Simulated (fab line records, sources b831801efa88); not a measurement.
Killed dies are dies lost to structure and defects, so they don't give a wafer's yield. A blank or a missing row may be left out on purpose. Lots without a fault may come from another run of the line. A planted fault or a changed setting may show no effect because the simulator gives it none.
Which tool did it? | flow sfq_line | 15 lots, 45 wafers sampled, at 3 steps of a route of 325

WHAT THE GAUGES READ, wafer by wafer
The record holds no reading of a measuring or inspecting step that can be judged against a usual standard deviation.

WHICH TOOL RAN EACH LOT (tool, then ch and the chambers of the sampled wafers, then the start)
lot  | SFQ_TRILAYER_I2_VIA_BARC_OPEN_VIA_ETCH_096 | SFQ_TRILAYER_I2_VIA_ETCH_VIA_ETCH_070 | SFQ_TRILAYER_M3_LITHO_EXPOSE_076
L720 | rie_diel-02 ch 1,2,3, day 30 13:46         | rie_diel-02 ch 1,2,3, day 30 13:48    | krf_scanner-01 ch 0, day 36 20:17
L721 | rie_diel-03 ch 0,2, day 31 00:32           | rie_diel-03 ch 0,2, day 31 00:34      | krf_scanner-01 ch 0, day 37 04:29
L722 | rie_diel-02 ch 0,2, day 31 07:12           | rie_diel-02 ch 0,2, day 31 07:14      | krf_scanner-01 ch 0, day 37 06:53
L723 | rie_diel-02 ch 0,2,3, day 31 10:48         | rie_diel-02 ch 0,2,3, day 31 10:50    | krf_scanner-01 ch 0, day 37 08:53
L726 | rie_diel-02 ch 0,3, day 33 01:44           | rie_diel-02 ch 0,3, day 33 01:46      | krf_scanner-02 ch 0, day 38 23:10
L727 | rie_diel-03 ch 0,1,2, day 33 16:01         | rie_diel-03 ch 0,1,2, day 33 16:03    | krf_scanner-02 ch 0, day 39 14:46
L728 | rie_diel-02 ch 0,2,3, day 34 11:13         | rie_diel-02 ch 0,2,3, day 34 11:15    | krf_scanner-02 ch 0, day 40 04:55
L730 | rie_diel-04 ch 0,2, day 34 20:40           | rie_diel-04 ch 0,2, day 34 20:43      | krf_scanner-02 ch 0, day 40 11:55
L734 | rie_diel-04 ch 2,3, day 36 09:01           | rie_diel-04 ch 2,3, day 36 09:03      | krf_scanner-02 ch 0, day 41 21:31
L736 | rie_diel-04 ch 0,3, day 36 19:46           | rie_diel-04 ch 0,3, day 36 19:49      | krf_scanner-02, day 42 07:43
L737 | rie_diel-03 ch 0,1,2, day 37 06:56         | rie_diel-03 ch 0,1,2, day 37 06:59    | krf_scanner-02, day 43 03:04
L738 | rie_diel-04 ch 2,3, day 37 11:59           | rie_diel-04 ch 2,3, day 37 12:02      | krf_scanner-02, day 43 06:46
L740 | rie_diel-02 ch 0,3, day 38 06:53           | rie_diel-02 ch 0,3, day 38 06:56      | krf_scanner-02 ch 0, day 43 22:34
L741 | rie_diel-03 ch 2,3, day 44 04:43           | rie_diel-03 ch 2,3, day 44 04:45      | krf_scanner-02 ch 0, day 48 21:19
L743 | rie_diel-04 ch 2,3, day 46 21:16           | rie_diel-04 ch 2,3, day 46 21:18      | krf_scanner-01 ch 0, day 50 19:50
- SFQ_TRILAYER_I2_VIA_BARC_OPEN_VIA_ETCH_096: etches BARC in O2, target depth 125 nm, time 41.7 s.
- SFQ_TRILAYER_I2_VIA_ETCH_VIA_ETCH_070: etches SiO2 in CHF3, stops on Nb, target depth 260 nm.
- SFQ_TRILAYER_M3_LITHO_EXPOSE_076: exposes mask M3, target cd 500 nm.

WHAT THE TOOLS THEMSELVES READ (means of the sampled wafers that have a number; where no wafer has one, the mark that the record gives instead)
SFQ_TRILAYER_I2_VIA_BARC_OPEN_VIA_ETCH_096. Usual: bias_w 80.03 W, standard deviation 0.25; chamber_pressure_mTorr 29.998 mTorr, standard deviation 0.029; drypump_motor_current_A 5.8 A, standard deviation 0.44; oes_product_au 0.685 a.u., standard deviation 0.0046.
lot  | tool        | bias_w (W) | chamber_pressure_mTorr (mTorr) | drypump_motor_current_A (A) | oes_product_au (a.u.) | flag
L720 | rie_diel-02 | 80.19      | 29.971                         | 5.8                         | 0.685                 |
L721 | rie_diel-03 | 79.96      | 29.990                         | 5.4                         | 0.684                 |
L722 | rie_diel-02 | 79.93      | 30.012                         | 5.8                         | 0.691                 |
L723 | rie_diel-02 | 80.14      | 29.978                         | 5.6                         | 0.686                 |
L726 | rie_diel-02 | 80.23      | 30.007                         | 5.6                         | 0.681                 |
L727 | rie_diel-03 | 79.97      | 30.009                         | 5.8                         | 0.689                 |
L728 | rie_diel-02 | 79.66      | 30.002                         | 5.6                         | 0.683                 |
L730 | rie_diel-04 | 79.90      | 30.000                         | 6.0                         | 0.687                 |
L734 | rie_diel-04 | 80.32      | 29.967                         | 6.1                         | 0.683                 |
L736 | rie_diel-04 | -          | -                              | -                           | -                     | OFF
L737 | rie_diel-03 | -          | -                              | -                           | -                     | OFF
L738 | rie_diel-04 | -          | -                              | -                           | -                     | OFF
L740 | rie_diel-02 | 80.05      | 30.009                         | 5.7                         | 0.684                 |
L741 | rie_diel-03 | 80.07      | 29.967                         | 6.0                         | 0.682                 |
L743 | rie_diel-04 | 79.93      | 30.019                         | 6.1                         | 0.686                 |

SFQ_TRILAYER_I2_VIA_ETCH_VIA_ETCH_070. Usual: bias_w 80.03 W, standard deviation 0.25; chamber_pressure_mTorr 29.998 mTorr, standard deviation 0.028; drypump_motor_current_A 5.8 A, standard deviation 0.44; oes_product_au 0.855 a.u., standard deviation 0.0058.
lot  | tool        | bias_w (W) | chamber_pressure_mTorr (mTorr) | drypump_motor_current_A (A) | oes_product_au (a.u.) | flag
L720 | rie_diel-02 | 79.91      | 29.994                         | 5.8                         | 0.856                 |
L721 | rie_diel-03 | 79.93      | 29.998                         | 5.4                         | 0.857                 |
L722 | rie_diel-02 | 80.04      | 29.987                         | 5.8                         | 0.859                 |
L723 | rie_diel-02 | 80.31      | 29.989                         | 5.6                         | 0.852                 |
L726 | rie_diel-02 | 79.83      | 29.993                         | 5.6                         | 0.858                 |
L727 | rie_diel-03 | 79.87      | 29.972                         | 5.8                         | 0.853                 |
L728 | rie_diel-02 | 80.10      | 29.999                         | 5.6                         | 0.855                 |
L730 | rie_diel-04 | 79.94      | 30.002                         | 6.0                         | 0.862                 |
L734 | rie_diel-04 | 79.84      | 30.002                         | 6.1                         | 0.851                 |
L736 | rie_diel-04 | 80.09      | 30.014                         | 6.3                         | 0.377                 | OFF
L737 | rie_diel-03 | 80.17      | 29.959                         | 5.8                         | 0.370                 | OFF
L738 | rie_diel-04 | 79.69      | 30.033                         | 6.1                         | 0.379                 | OFF
L740 | rie_diel-02 | 80.04      | 29.998                         | 5.7                         | 0.861                 |
L741 | rie_diel-03 | 80.16      | 29.995                         | 6.0                         | 0.861                 |
L743 | rie_diel-04 | 80.26      | 29.981                         | 6.1                         | 0.860                 |

SFQ_TRILAYER_M3_LITHO_EXPOSE_076. Usual: exposure_dose_mJ_cm2 14.403, standard deviation 0.013; focus_offset_nm 0.1 nm, standard deviation 0.48; reticle_temp_C 23.01 C, standard deviation 0.11; stage_vel_mm_s 499.98 mm/s, standard deviation 0.25.
lot  | tool           | exposure_dose_mJ_cm2 | focus_offset_nm (nm) | reticle_temp_C (C) | stage_vel_mm_s (mm/s) | flag
L720 | krf_scanner-01 | 14.406               | 0.4                  | 23.01              | 499.80                |
L721 | krf_scanner-01 | 14.400               | -0.2                 | 23.05              | 499.70                |
L722 | krf_scanner-01 | 14.408               | -0.5                 | 23.05              | 500.05                |
L723 | krf_scanner-01 | 14.395               | -0.3                 | 23.12              | 499.67                |
L726 | krf_scanner-02 | 14.408               | -0.2                 | 22.92              | 499.95                |
L727 | krf_scanner-02 | 14.401               | -0.7                 | 23.04              | 500.15                |
L728 | krf_scanner-02 | 14.410               | 0.4                  | 23.07              | 499.83                |
L730 | krf_scanner-02 | 14.393               | 0.1                  | 22.99              | 500.47                |
L734 | krf_scanner-02 | 14.410               | 0.4                  | 22.96              | 499.71                |
L736 | krf_scanner-02 | -                    | -                    | -                  | -                     | OFF
L737 | krf_scanner-02 | -                    | -                    | -                  | -                     | OFF
L738 | krf_scanner-02 | -                    | -                    | -                  | -                     | OFF
L740 | krf_scanner-02 | 14.417               | 0.0                  | 22.92              | 500.10                |
L741 | krf_scanner-02 | 14.406               | 0.0                  | 23.04              | 500.05                |
L743 | krf_scanner-01 | 14.406               | -0.2                 | 23.07              | 499.84                |

THE ANSWER, worked out from the rows above alone
Rule: a lot is off if the mean of its wafers that have a number lies more than 3 standard deviations from the usual mean. A lot without any number at a reading at which 4 lots or more have one is off too. The other lots that the step has rows for count as sound. The gauges are gone through in route order, then the tools' own readings, and for those a lot's mean is taken as printed above. The first step at which some lot is off is used, and at that step the reading that is off furthest; a lot without a number counts as furthest.
Off: L736, L737, L738, at SFQ_TRILAYER_I2_VIA_BARC_OPEN_VIA_ETCH_096 (bias_w). Without a number there: L736, L737, L738.
A tool fits if, at that step or a process step before it, it ran every lot that is off, and no sound lot after the first of them. None of those tried fits.

WHAT THE SIMULATOR HAD PUT IN
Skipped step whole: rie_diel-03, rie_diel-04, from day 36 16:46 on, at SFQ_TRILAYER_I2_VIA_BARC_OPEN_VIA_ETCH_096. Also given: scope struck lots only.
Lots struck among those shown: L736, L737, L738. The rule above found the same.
